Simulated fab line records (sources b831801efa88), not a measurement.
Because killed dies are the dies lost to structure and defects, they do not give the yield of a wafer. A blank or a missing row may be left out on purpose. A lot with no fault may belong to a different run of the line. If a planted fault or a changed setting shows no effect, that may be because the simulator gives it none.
Comparing a struck lot with a sound one ; flow sky130 ; 16 steps out of a route of 708
Sound: wafers L546.1, L546.2, L546.4. Wafers L566.1, L566.2, L566.6 were the ones struck. At the end, the cause is stated.
Order at every step that has rows: each side's tool, ch and its chambers, its first start. Under that, the readings that differ: sound wafers ; struck wafers ; difference of the means ; sigmas: that difference in standard deviations of wafers without a fault.
alike: readings with means less than 2 such deviations apart, plus words and numbers identical on both sides. not compared: withheld readings, readings lacking a value on some wafer, bounds such as >300 that could conceal the same value, and numbers that have no deviation in the record and whose values overlap.
A row with sigmas, a row that says differs or no value, or rows on one side alone: a step with any of these is where the two part. Numbers that don't overlap but have no deviation are shown without sigmas and don't part them. Lack of a reading on every wafer of one side parts them only where that side has two or more wafers.

SKY_VIA3_CMP_02: polishes SiO2.
  sound on cmp-02 ch 0,1,3, day 38 13:54; struck on cmp-02 ch 1,2,3, day 44 05:44
  alike: motor current A, platen rpm
SKY_VIA3_BOW_MEAS_03:
  sound: film metro-01 at day 38 14:12; struck: film metro-04 at day 44 05:56
  alike: VIA3_BOW
then, 8 steps without rows for these wafers: SKY_VIA3_DEHYDRATE_04 (time 60 s); SKY_VIA3_HMDS_05 (prime time 60 s); SKY_VIA3_COAT_06 (resist thk 60 nm); SKY_VIA3_COAT_07 (resist thk 450 nm); SKY_VIA3_SOFTBAKE_08 (time 90 s); SKY_VIA3_EXPOSE_09 (exposes mask VIM3, target cd 200 nm); SKY_VIA3_PEB_10; SKY_VIA3_DEVELOP_11 (develop time 60 s).
SKY_VIA3_CD_MEAS_12 targets a cd of 200 nm.
  sound: cd sem-01 at day 39 14:22; struck: cd sem-01 at day 45 03:40
  alike: cd nm
SKY_VIA3_OVL_MEAS_13:
  sound: overlay-01 at day 39 14:29; struck: overlay-01 at day 45 03:47
  alike: VIA3_OVL
SKY_VIA3_ETCH_14: etches BARC in N2/H2, stops on SiO2, time 45.9 s, target depth 60 nm.
  sound on rie diel-04 ch 1,2,3, day 39 14:31; struck on rie diel-04 ch 0,1,3, day 45 03:49
reading;sound;struck;difference;sigmas
rf fwd power W (W);495.5 491.1 491.7;413.7 410.4 414.4;-79.9;-36
model.KrF-thick_of_VIA3_COAT_07.thk nm (nm);392.8 391.8 393.2;401.1 402.1 403.2;+9.5;
  alike: chamber pressure mTorr, drypump motor current A, oes product au, throttle valve pct
  not compared: rf hours counter h
SKY_VIA3_ETCH_15: etches SiO2 in C4F8/O2/Ar, stops on TiN, target depth 507 nm, time 78 s.
  sound on rie diel-04 ch 1,2,3, day 39 14:34; struck on rie diel-04 ch 0,1,3, day 45 03:52
reading;sound;struck;difference;sigmas
model.KrF-thick_of_VIA3_COAT_07.thk nm (nm);294.3 293 293.2;298.3 301.5 304;+7.8;
  alike: chamber pressure mTorr, oes product au, rf fwd power W
  not compared: rf hours counter h
SKY_VIA3_STRIP_16: strips in O2/N2.
  sound on plasma asher-04 ch 0,1, day 39 14:37; struck on plasma asher-02 ch 0,1, day 45 03:56
reading;sound;struck;difference;sigmas
strip time to endpoint s (s);4.16 4.14 4.15;4.21 4.24 4.27;+0.09;+3
  alike: chamber pressure mTorr, drypump motor current A, oes product au
  not compared: rf hours counter h
-- the record jumps here: 5 days lie between the struck wafers' starts before and after (it left off in module VIA3 and takes up again in module PAD_OPEN, whose first step shown is number 708 of the route) --
SKY_PAD_OPEN_PROBE_99:
  sound: prober-01 at day 45 17:38; struck: prober-02 at day 50 06:40
  alike: defect limited yield, killed_at_M0_to_M3, killed_at_M4_up, killed at contacts, killed at front end, killed dies, killed open, killed short, sort_bin_3_pad_short, sort_bin_5_function, sort_bin_6_memory, sort n pass, sort yield pct

== WHERE THEY PART ==
Earliest at SKY_VIA3_ETCH_14; latest, in this record, at SKY_VIA3_STRIP_16. Later steps at which nothing parts them and some readings are alike: SKY_PAD_OPEN_PROBE_99.

WHY: the cause the simulator had injected
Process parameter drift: rie diel-04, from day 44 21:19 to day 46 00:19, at SKY_VIA3_ETCH_14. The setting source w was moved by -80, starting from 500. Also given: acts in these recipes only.
